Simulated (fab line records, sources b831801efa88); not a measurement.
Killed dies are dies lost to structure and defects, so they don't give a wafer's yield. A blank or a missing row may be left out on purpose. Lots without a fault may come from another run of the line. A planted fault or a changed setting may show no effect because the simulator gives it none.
One fault seen from 2 desks | flow sky130 | each desk has only its own numbers; what lay behind them comes last

THE TOOL OWNER'S DESK: pvd_sputter-02
The tool's own readings at SKY_LI_CONTACT_SPUTTER_20 (material TiN, target thk 20 nm, time 80 s): means of the sampled wafers that have a number, for each lot that ran on this tool. A lot is out of limits, marked OUT, if its mean lies more than 4 standard deviations from the usual mean; the brackets give that distance.
Columns: A = chamber_pressure_pa at SKY_LI_CONTACT_SPUTTER_20, usual 4.999 Pa; B = throttle_valve_pct at SKY_LI_CONTACT_SPUTTER_20, usual 29.9 %
lot  | first seen here | A               | B
L456 | day 29 16:07    | 5.006           | 31.3
L458 | day 30 18:43    | 4.997           | 30.4
L457 | day 31 00:58    | 4.991           | 30.6
L463 | day 32 11:08    | 4.284 (-71) OUT | 33.1
L464 | day 33 05:13    | 4.279 (-72) OUT | 33.0
L476 | day 36 21:58    | 5.002           | 31.0
This desk's finding: out of limits on L463, L464; first on L463, day 32 11:08 (chamber_pressure_pa at SKY_LI_CONTACT_SPUTTER_20). In limits: L456, L458, L457, L476.

THE METROLOGY DESK
What the gauges read, lot by lot, whatever tool the lot ran on: means of the sampled wafers that have a number. A lot is out of limits, marked OUT, if its mean lies more than 4 standard deviations from the usual mean; the brackets give that distance.
Columns: A = RES_XHIGH_RS at SKY_SD_N_RS_MEAS_18, usual 333.4 ohm/sq; B = LI_CONTACT_W_RS at SKY_LI_CONTACT_RS_MEAS_22, usual 0.282 ohm/sq
lot  | first seen here | A     | B
L454 | day 27 22:36    | 335.1 | 0.281
L456 | day 28 10:19    | 334.1 | 0.284
L455 | day 28 11:49    | 334.4 | 0.281
L458 | day 29 14:16    | 332.7 | 0.281
L457 | day 29 19:01    | 330.8 | 0.283
L459 | day 30 00:46    | 333.4 | 0.278
L461 | day 30 16:26    | 334.1 | 0.286
L463 | day 31 06:06    | 334.4 | 0.279
L464 | day 32 00:17    | 332.7 | 0.287
L466 | day 32 05:56    | 335.8 | 0.282
L471 | day 33 16:11    | 334.2 | 0.286
L474 | day 34 11:49    | 332.5 | 0.283
L475 | day 34 23:30    | 333.2 | 0.283
L476 | day 35 19:07    | 333.0 | 0.285
This desk's finding: nothing out of limits on any of the 14 lots.

PUT TOGETHER
The tool owner's desk could have raised an alarm at day 32 11:08, on L463, L464.
The metrology desk saw nothing out of limits.
The metrology desk has L463, L464 on record, within its limits.
Of the lots named, all ran SKY_LI_CONTACT_SPUTTER_20 on pvd_sputter-02.

WHAT THE SIMULATOR HAD PUT IN
Process parameter drift: pvd_sputter-02, from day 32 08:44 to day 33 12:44, at SKY_LI_CONTACT_SPUTTER_20. Setting chamber_pressure_pa, moved by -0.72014, from 5. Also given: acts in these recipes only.
Lots struck among those shown: L463, L464.
Hours from the fault's start to each desk's first reading out of limits: the tool owner's desk, 2.
